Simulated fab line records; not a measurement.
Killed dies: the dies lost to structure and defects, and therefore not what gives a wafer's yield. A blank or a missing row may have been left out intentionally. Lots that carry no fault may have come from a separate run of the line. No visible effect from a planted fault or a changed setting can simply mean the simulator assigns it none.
fab line records	flow sky130
record lots=6	wafers=18	lastDay=49
route steps=708 shown SONOS_ONO@186 GATE_OXIDE@187 PAD_OPEN@708
lots with no fault: from the same line, run without faults
startH: start of the lot's first displayed wafer, in hours after the record's first day	waitH: hours elapsed since this lot's preceding step	" identical to the entry in the row above	L1.1+2: several wafers, shown together as one row	- no value present, or no start provided	* or withheld: withheld	< > ~ a bound
route shown NAME@n: NAME is a module with steps in the file, n the number in the route of the first one	usual: average and standard deviation across the fault-free wafers	same: alike in all rows	chamber/n: place in a boat	sites: per-site readings	_std_site: the values' standard deviation	_edge_site: the outer-site mean with the inner-site mean subtracted	radiusMm: how far each site lies from the wafer's centre	mask NAME#n: copy n	behind: the tool/chamber that last shaped the wafer	hold: why the lot went on hold/how many hours it stayed there/how the hold came to an end	device: the transistor (n, p or np) that didn't switch	end of line: the tests these same wafers got at the end of their route	for a step that has no rows: nothing shown but its recipe	killed: count of dies lost to structure and defects at first sort (not the wafer's yield)	map: per-die view of a wafer (x killed, . not killed, _ where there is no die)
set.NAME: the run value of the setting; set.NAME@STEP: its run value at that earlier step	model.NAME: the simulator's own value behind a step, which no gauge read
a table for each step, a row for each wafer; lots at some steps of the route
services: from which hour (startH, from the record's first day; less than 0 if before it) a tool's chamber was out of use, for how many hours, and why
## steps
# step SKY_SONOS_ONO_WET_ETCH_18
# recipe chemistry=H3PO4	targetDepthNm=15	target=Si3N4	tempC=160	timeS=172
# step SKY_GATE_OXIDE_CLEAN_00
# recipe chemistry=SC1/SC2	mix=1:4:20	tempC=70	timeS=150	dry=n2Spin
# step SKY_GATE_OXIDE_OXIDATION_01
# recipe tempC=900	ambient=O2	stabiliseS=600	purgeS=300	targetThkA=102.68	oxTimeS=1473
# step SKY_GATE_OXIDE_THK_MEAS_02
# recipe reads=SiO2_of_GATE_OXIDE_OXIDATION_01
# usual GATE_OXIDE_OXIDATION_00_THK=10.35/0.15
lot.wafer	tool	chamber	startH	waitH	GATE_OXIDE_OXIDATION_00_THK[nm]
L976.2	filmMetro-03	-	282.71	0.0	10.52
L976.3	"	-	"	"	10.54
L976.4	"	-	"	"	10.39
L979.1	filmMetro-03	-	297.17	0.0	10.42
L979.2	"	-	"	"	10.38
L979.5	"	-	"	"	10.34
L980.4	filmMetro-02	-	302.91	0.0	10.15
L980.5	"	-	"	"	10.18
L980.6	"	-	"	"	10.22
L981.3	filmMetro-03	-	309.26	0.0	10.40
L981.4	"	-	"	"	10.46
L981.6	"	-	"	"	10.48
L990.1	filmMetro-03	-	395.12	0.0	10.48
L990.4	"	-	"	"	10.59
L990.5	"	-	"	"	10.62
L991.1	filmMetro-04	-	404.09	0.0	10.52
L991.3	"	-	"	"	10.50
L991.4	"	-	"	"	10.34
# step SKY_GATE_OXIDE_DEHYDRATE_03
# recipe tempC=200	timeS=60
# step SKY_GATE_OXIDE_HMDS_04
# recipe primeTimeS=60	primeTempC=120
# step SKY_GATE_OXIDE_COAT_05
# recipe resist=NOVOLAK	spinRpm=3000	resistThkNm=1140
# step SKY_GATE_OXIDE_SOFTBAKE_06
# recipe tempC=90	timeS=60	resist=NOVOLAK
# step SKY_GATE_OXIDE_EXPOSE_07
# recipe maskId=LVOM	na=0.6	sourceShape=conventional	sigmaOuter=0.6	polarization=unpolarized	targetCdNm=600	doseMj=170
# step SKY_GATE_OXIDE_PEB_08
# recipe tempC=withheld	timeS=*	resist=NOVOLAK
# step SKY_GATE_OXIDE_DEVELOP_09
# recipe resist=NOVOLAK	developer=TMAH	developTimeS=60	devTempC=23
# step SKY_GATE_OXIDE_OVL_MEAS_10
# usual GATE_OXIDE_OVL=-0.1/1.5
lot.wafer	tool	chamber	startH	waitH	GATE_OXIDE_OVL[nm]
L976.2	overlay-02	-	300.58	0.1	1.6
L976.3	"	-	"	"	2.6
L976.4	"	-	"	"	1.3
L979.1	overlay-02	-	317.18	0.1	0.1
L979.2	"	-	"	"	-0.8
L979.5	"	-	"	"	-2.8
L980.4	overlay-01	-	323.75	0.1	-1.8
L980.5	"	-	"	"	-0.9
L980.6	"	-	"	"	-2.6
L981.3	overlay-01	-	333.74	0.1	1.4
L981.4	"	-	"	"	0.7
L981.6	"	-	"	"	1.3
L990.1	overlay-02	-	425.03	0.1	-1.7
L990.4	"	-	"	"	-0.4
L990.5	"	-	"	"	-0.6
L991.1	overlay-02	-	434.62	0.1	-0.4
L991.3	"	-	"	"	0.5
L991.4	"	-	"	"	0.6
# step SKY_GATE_OXIDE_IMPLANT_11
# recipe species=B	energyKev=10	doseCm2=2.6e+12	tiltDeg=withheld
# usual implantIonAmu=11/0
lot.wafer	tool	chamber	startH	waitH	implantIonAmu	model.implant.rpNm	model.implant.drpNm
L976.2	implanter-03	0	300.63	0.0	11	33.2	17.11
L976.3	"	0	"	"	11	33.2	17.11
L976.4	"	0	"	"	11	33.2	17.11
L979.1	implanter-03	0	317.21	0.0	11	34.73	17.11
L979.2	"	0	"	"	11	34.73	17.11
L979.5	"	0	"	"	11	34.73	17.11
L980.4	implanter-02	0	323.84	0.1	11	32.51	17.11
L980.5	"	0	"	"	11	32.51	17.11
L980.6	"	0	"	"	11	32.51	17.11
L981.3	implanter-03	0	333.81	0.1	11	33.47	17.11
L981.4	"	0	"	"	11	33.47	17.11
L981.6	"	0	"	"	11	33.47	17.11
L990.1	implanter-02	0	425.06	0.0	49	10.29	6.005
L990.4	"	0	"	"	49	10.29	6.005
L990.5	"	0	"	"	49	10.29	6.005
L991.1	implanter-01	0	434.66	0.0	49	10.36	6.005
L991.3	"	0	"	"	49	10.36	6.005
L991.4	"	0	"	"	49	10.36	6.005
# step SKY_GATE_OXIDE_WET_ETCH_12
# recipe chemistry=dHF	targetDepthNm=16.8	dry=n2Spin	target=SiO2	dilution=100:1	tempC=25	timeS=336
# step SKY_GATE_OXIDE_STRIP_13
# recipe chemistry=O2/N2	powerW=1400	pressureMtorr=1500	platenTempC=withheld	o2FlowSccm=3000	n2FlowSccm=300	overashFraction=0.5
# usual drypumpMotorCurrentA=5.9/0.36	oesProductAu=0.715/0.0044	stripTimeToEndpointS=14.19/0.045
lot.wafer	tool	chamber	startH	waitH	drypumpMotorCurrentA	oesProductAu	rfHoursCounterH	stripTimeToEndpointS
L976.2	plasmaAsher-01	1	300.86	0.0	5.9	0.714	62	14.27
L976.3	"	0	"	"	6.4	0.722	-	14.26
L976.4	"	1	"	"	5.9	0.713	-	14.26
L979.1	plasmaAsher-04	0	317.47	0.0	5.3	0.714	48	14.27
L979.2	"	1	"	"	5.8	0.709	48	14.24
L979.5	"	1	"	"	5.8	0.718	-	14.22
L980.4	plasmaAsher-04	1	324.15	0.0	5.9	0.718	-	14.14
L980.5	"	0	"	"	5.3	0.722	-	14.16
L980.6	"	1	"	"	5.8	0.719	-	14.16
L981.3	plasmaAsher-02	0	334.15	0.0	5.8	0.715	-	14.21
L981.4	"	1	"	"	5.5	0.709	-	14.27
L981.6	"	1	"	"	5.6	0.710	-	14.21
L990.1	plasmaAsher-01	0	425.32	0.0	6.4	0.715	75	14.17
L990.4	"	1	"	"	5.9	0.719	-	14.16
L990.5	"	1	"	"	5.9	0.716	-	14.17
L991.1	plasmaAsher-01	1	434.92	0.0	5.9	0.717	77	14.24
L991.3	"	0	"	"	6.4	0.718	-	14.24
L991.4	"	1	"	"	5.9	0.711	-	14.22
# step SKY_GATE_OXIDE_TW_MEAS_14
# usual GATE_OXIDE_TW=225.1/1
lot.wafer	tool	chamber	startH	waitH	GATE_OXIDE_TW
L976.2	filmMetro-02	-	300.97	0.1	223.8
L976.3	"	-	"	"	226.2
L976.4	"	-	"	"	224.4
L979.1	filmMetro-02	-	317.57	0.1	225.4
L979.2	"	-	"	"	224.8
L979.5	"	-	"	"	225.4
L980.4	filmMetro-04	-	324.25	0.1	224.9
L980.5	"	-	"	"	226.3
L980.6	"	-	"	"	225.9
L981.3	filmMetro-03	-	334.24	0.1	224.0
L981.4	"	-	"	"	224.2
L981.6	"	-	"	"	223.9
L990.1	filmMetro-04	-	425.42	0.1	327.4
L990.4	"	-	"	"	327.1
L990.5	"	-	"	"	326.9
L991.1	filmMetro-02	-	435.02	0.1	327.4
L991.3	"	-	"	"	326.2
L991.4	"	-	"	"	326.2
# step SKY_GATE_OXIDE_CLEAN_15
# recipe chemistry=SC1/SC2	mix=1:4:20	tempC=70	timeS=150	dry=n2Spin
# step SKY_PAD_OPEN_PROBE_99
# usual killed_at_M0_to_M3=44/7.1	killed_at_M4_up=3.3/1.8	killedAtContacts=24/5.1	killedAtFrontEnd=16/4.7	killedAtOther=0.3/0.52	killedDies=87/9.7	killedOpen=47/6.8	killedShort=39/6.7
# same grossDies=492	killedAtBackSide=0
lot.wafer	tool	chamber	startH	waitH	killed_at_M0_to_M3	killed_at_M4_up	killedAtContacts	killedAtFrontEnd	killedAtOther	killedDies	killedOpen	killedShort	model.etest.tipP.rsOhmSq	model.etest.pfet_01v8.rOnOhmUm	model.etest.nfet_01v8_lvt.driveUaUm	model.etest.pfet_01v8_lvt.driveUaUm	model.etest.nfet_01v8.driveUaUm	model.etest.nfet_01v8_turned.driveUaUm	model.etest.sramNfetPass.driveUaUm	model.etest.nfet_01v8_swapped.driveUaUm
L976.2	prober-02	-	1073.44	0.1	27	6	21	10	0	64	29	35	7068	3040	569.1	171.3	497.7	500.6	489.4	499.2
L976.3	prober-02	-	1073.49	0.2	47	4	17	8	0	76	42	34	7049	3012	590.8	173.2	518.1	520.3	495.4	515.1
L976.4	prober-02	-	1073.54	0.2	55	2	21	7	0	85	48	37	7013	3024	561.1	170.2	491.3	495.9	474.1	488.7
L979.1	prober-02	-	1083.85	0.1	37	5	24	16	0	82	43	39	6874	2800	582.1	179.6	510.7	513.1	492	517.9
L979.2	prober-02	-	1083.90	0.1	51	4	33	19	1	108	59	49	6880	2818	580.5	177.9	511	511.3	494.4	510.7
L979.5	prober-02	-	1084.05	0.2	46	3	16	20	0	85	45	40	6884	2827	592.2	178.9	523.8	520	518.6	523.5
L980.4	prober-01	-	1089.39	0.2	39	2	24	13	1	79	41	38	6992	2902	565.3	173.3	496.3	495.2	490	493.7
L980.5	prober-01	-	1089.44	0.2	46	7	22	15	0	90	49	40	6975	2976	556.4	171.7	483.6	483.4	471	480.1
L980.6	prober-01	-	1089.49	0.2	48	5	23	16	0	92	48	44	6994	2948	561.5	172.7	486.5	490.1	465.4	490.4
L981.3	prober-02	-	1097.93	0.2	48	0	18	21	1	88	45	43	6885	2869	580.9	175.3	507	507.7	486.5	505.1
L981.4	prober-02	-	1097.98	0.2	36	3	25	15	1	80	42	37	6915	2871	582.2	176.4	508.3	509.3	517.9	509
L981.6	prober-02	-	1098.08	0.2	44	3	24	16	0	87	51	36	6949	2941	573.5	172.9	504.4	504.5	496	503.4
L990.1	prober-01	-	1156.95	0.1	59	5	17	20	0	101	55	46	7653	3332	638.5	105.3	550.8	555.3	525.9	548.9
L990.4	prober-01	-	1157.10	0.2	33	1	25	24	0	83	45	38	7691	3230	650.8	106.1	561.1	562.8	545.6	564.8
L990.5	prober-01	-	1157.15	0.2	46	5	25	15	0	91	51	40	7613	3289	653.2	104	565.3	573.6	567.2	573
L991.1	prober-02	-	1166.34	0.1	46	4	23	17	0	90	52	36	7612	3343	645	104.3	564	565.6	543.5	563.7
L991.3	prober-02	-	1166.44	0.2	61	2	20	15	0	98	51	45	7594	3359	641.3	104.1	548.9	552.5	535.8	552.9
L991.4	prober-02	-	1166.49	0.2	44	2	26	19	0	91	41	50	7636	3298	631.5	104.9	547.7	552.1	530.7	550.9
# killed by level:class
L976.2 LOCAL_INTERCONNECT:geometricParticle:short=7 LI_CONTACT:geometricParticle:open=6 VIA1:geometricParticle:open=6 CONTACT:geometricParticle:open=5 VIA1:geometricParticle:short=5 METAL4:geometricParticle:short=5 POLY_GATE:geometricParticle:short=3 METAL2:geometricParticle:short=3
L976.3 VIA1:geometricParticle:open=11 CONTACT:geometricParticle:open=8 VIA1:geometricParticle:short=7 LOCAL_INTERCONNECT:geometricParticle:short=5 METAL2:geometricParticle:open=5 METAL2:geometricParticle:short=5 VIA2:geometricParticle:open=4 METAL3:geometricParticle:short=4
L976.4 VIA1:geometricParticle:open=13 VIA3:geometricParticle:open=11 VIA2:geometricParticle:open=8 CONTACT:geometricParticle:open=8 METAL1:geometricParticle:short=6 VIA1:geometricParticle:short=5 METAL2:geometricParticle:short=5 LI_CONTACT:geometricParticle:open=4
L979.1 CONTACT:geometricParticle:open=8 CONTACT:geometricParticle:short=8 FIELD_ISO:geometricParticle:open=7 VIA1:geometricParticle:open=7 LI_CONTACT:geometricParticle:open=6 FIELD_ISO:geometricParticle:short=5 METAL1:geometricParticle:short=5 METAL2:geometricParticle:short=4
L979.2 LI_CONTACT:geometricParticle:open=12 CONTACT:geometricParticle:open=12 METAL2:geometricParticle:short=10 FIELD_ISO:geometricParticle:open=8 VIA1:geometricParticle:open=7 VIA2:geometricParticle:open=7 VIA3:geometricParticle:open=6 METAL1:geometricParticle:short=6
L979.5 VIA1:geometricParticle:open=9 VIA3:geometricParticle:open=7 FIELD_ISO:geometricParticle:open=6 FIELD_ISO:geometricParticle:short=6 CONTACT:geometricParticle:open=5 VIA2:geometricParticle:short=5 CONTACT:geometricParticle:short=4 METAL1:geometricParticle:open=4
L980.4 CONTACT:geometricParticle:open=9 METAL2:geometricParticle:short=9 CONTACT:geometricParticle:short=8 METAL1:geometricParticle:short=6 VIA2:geometricParticle:open=6 POLY_GATE:geometricParticle:open=4 LI_CONTACT:geometricParticle:open=4 VIA1:geometricParticle:open=4
L980.5 LI_CONTACT:geometricParticle:open=8 VIA1:geometricParticle:open=8 VIA3:geometricParticle:open=8 VIA2:geometricParticle:open=8 CONTACT:geometricParticle:open=6 VIA1:geometricParticle:short=6 METAL1:geometricParticle:short=5 FIELD_ISO:geometricParticle:short=4
L980.6 VIA1:geometricParticle:open=10 VIA2:geometricParticle:open=9 METAL2:geometricParticle:short=7 VIA3:geometricParticle:open=7 LI_CONTACT:geometricParticle:open=6 FIELD_ISO:geometricParticle:open=5 LI_CONTACT:geometricParticle:short=5 CONTACT:geometricParticle:short=5
L981.3 VIA1:geometricParticle:open=10 VIA2:geometricParticle:open=8 VIA3:geometricParticle:open=7 METAL1:geometricParticle:short=6 LOCAL_INTERCONNECT:geometricParticle:short=5 POLY_GATE:geometricParticle:open=5 POLY_GATE:geometricParticle:short=5 LI_CONTACT:geometricParticle:open=5
L981.4 VIA1:geometricParticle:open=7 VIA3:geometricParticle:open=6 CONTACT:geometricParticle:open=6 CONTACT:geometricParticle:short=6 METAL1:geometricParticle:short=6 FIELD_ISO:geometricParticle:open=5 LI_CONTACT:geometricParticle:open=5 LI_CONTACT:geometricParticle:short=5
L981.6 CONTACT:geometricParticle:open=10 METAL2:geometricParticle:short=9 VIA3:geometricParticle:open=9 VIA2:geometricParticle:open=8 VIA1:geometricParticle:open=6 FIELD_ISO:geometricParticle:open=5 LOCAL_INTERCONNECT:geometricParticle:short=5 LI_CONTACT:geometricParticle:open=4
L990.1 VIA1:geometricParticle:open=15 METAL2:geometricParticle:short=12 VIA2:geometricParticle:open=10 POLY_GATE:geometricParticle:open=8 VIA1:geometricParticle:short=7 CONTACT:geometricParticle:open=6 VIA3:geometricParticle:open=6 FIELD_ISO:geometricParticle:open=4
L990.4 CONTACT:geometricParticle:open=8 FIELD_ISO:geometricParticle:open=7 VIA1:geometricParticle:open=7 FIELD_ISO:geometricParticle:short=6 LI_CONTACT:geometricParticle:open=6 LOCAL_INTERCONNECT:geometricParticle:short=6 VIA1:geometricParticle:short=5 CONTACT:geometricParticle:short=4
L990.5 VIA1:geometricParticle:open=11 LI_CONTACT:geometricParticle:open=8 CONTACT:geometricParticle:open=7 VIA2:geometricParticle:open=7 LOCAL_INTERCONNECT:geometricParticle:short=6 METAL1:geometricParticle:short=6 METAL2:geometricParticle:short=5 VIA3:geometricParticle:open=5
L991.1 VIA1:geometricParticle:open=12 CONTACT:geometricParticle:open=10 LI_CONTACT:geometricParticle:open=7 VIA1:geometricParticle:short=6 FIELD_ISO:geometricParticle:open=5 METAL1:geometricParticle:short=4 METAL2:geometricParticle:short=4 VIA2:geometricParticle:open=4
L991.3 VIA1:geometricParticle:open=16 VIA3:geometricParticle:open=10 LI_CONTACT:geometricParticle:short=7 VIA1:geometricParticle:short=7 METAL2:geometricParticle:short=7 LI_CONTACT:geometricParticle:open=6 FIELD_ISO:geometricParticle:short=4 VIA2:geometricParticle:open=4
L991.4 VIA1:geometricParticle:open=10 CONTACT:geometricParticle:open=7 VIA1:geometricParticle:short=7 LOCAL_INTERCONNECT:geometricParticle:short=6 FIELD_ISO:geometricParticle:short=5 LI_CONTACT:geometricParticle:short=5 VIA3:geometricParticle:open=5 FIELD_ISO:geometricParticle:open=4
## services
tool	chamber	startH	hours	kind
plasmaAsher-02	-	342.33	14.6	pm
implanter-01	-	407.01	5.2	repair
implanter-03	-	430.54	1.2	repair
implanter-03	-	430.81	1.9	repair
implanter-02	-	432.74	15.7	pm
## key
firstSign step=SKY_GATE_OXIDE_IMPLANT_11	reading=implantIonAmu	direction=up	sigmas=99+	usual=11	struck=49
effect step=SKY_GATE_OXIDE_TW_MEAS_14	reading=GATE_OXIDE_TW	direction=up	sigmas=99+	usual=225.1	struck=326.9
modelEffect step=SKY_GATE_OXIDE_IMPLANT_11	value=implant.rpNm	without=33.58	struck=10.32
modelEffect step=SKY_PAD_OPEN_PROBE_99	value=etest.tipP.rsOhmSq	without=6815	struck=7633
metAt SKY_GATE_OXIDE_IMPLANT_11
struckWafers L990.1,L990.4,L990.5,L991.1,L991.3,L991.4
testerLeftOut L990,L991
onsetBetween 323.84 425.06
fault kind=wrongRecipeDownload	tool=implanter-01,implanter-02,implanter-03	chamber=-	onsetH=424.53	steps=SKY_GATE_OXIDE_IMPLANT_11	wrongRecipe.notListed=1
# testerLeftOut: of these lots the tester's yield and bins aren't shown, on N5 and GAA mostly nor the transistor test; their killed dies are dies lost to structure and defects alone, not to doping, threshold or leakage, so they don't give the yield
